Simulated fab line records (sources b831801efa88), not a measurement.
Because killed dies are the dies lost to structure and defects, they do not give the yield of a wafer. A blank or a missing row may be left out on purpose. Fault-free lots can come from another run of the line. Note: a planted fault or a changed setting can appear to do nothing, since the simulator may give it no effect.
Matching of chambers / flow gf180mcu / GF_V3_CMP_04 on cmp-01 has 4 sister chambers
The step polishes SiO2. 4 wafers are shown with their chamber, then 10 later ones without.

## EACH WAFER AND ITS CHAMBER
wafer=L203.3; chamber=3; motor_current_A (A)=11.3
wafer=L207.1; chamber=2; motor_current_A (A)=10.9
wafer=L208.1; chamber=1; motor_current_A (A)=13.1
wafer=L208.5; chamber=0; motor_current_A (A)=12.9

## WAFERS WITH NO CHAMBER GIVEN
wafer=L208.6; motor_current_A (A)=11.7
wafer=L209.2; motor_current_A (A)=11.6
wafer=L209.3; motor_current_A (A)=12.8
wafer=L209.4; motor_current_A (A)=12.8
wafer=L210.3; motor_current_A (A)=12.6
wafer=L210.4; motor_current_A (A)=11.6
wafer=L210.5; motor_current_A (A)=11.0
wafer=L211.3; motor_current_A (A)=11.5
wafer=L211.4; motor_current_A (A)=11.4
wafer=L211.6; motor_current_A (A)=11.6

## WHICH CHAMBER EACH WENT THROUGH
wafer=L208.6; from the rows above=can't be placed: 3 or 2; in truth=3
wafer=L209.2; from the rows above=can't be placed: 3 or 2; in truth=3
wafer=L209.3; from the rows above=can't be placed: 0 or 1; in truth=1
wafer=L209.4; from the rows above=can't be placed: 0 or 1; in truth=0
wafer=L210.3; from the rows above=can't be placed: 0 or 1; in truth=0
wafer=L210.4; from the rows above=can't be placed: 3 or 2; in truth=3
wafer=L210.5; from the rows above=can't be placed: 2 or 3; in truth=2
wafer=L211.3; from the rows above=can't be placed: 3 or 2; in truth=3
wafer=L211.4; from the rows above=can't be placed: 3 or 2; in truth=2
wafer=L211.6; from the rows above=can't be placed: 3 or 2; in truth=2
0 of 10 placed correctly. Unplaceable from these rows: 10, with the true chamber sitting among the candidates in 10. Number placed wrongly: 0.
How it was worked out, from the rows above alone: a wafer's distance from a chamber is the root of the sum, over the readings, of the square of ((its reading less the chamber's mean) divided by the reading's scatter). The wafer belongs to the nearest chamber; if the next one is less than 2 further off, it can't be placed. For every chamber, the mean is computed from those of its wafers that are shown. The scatter (one wafer shown for each chamber): square how far every hidden wafer sits from the nearest shown wafer, average those squares and take the square root.
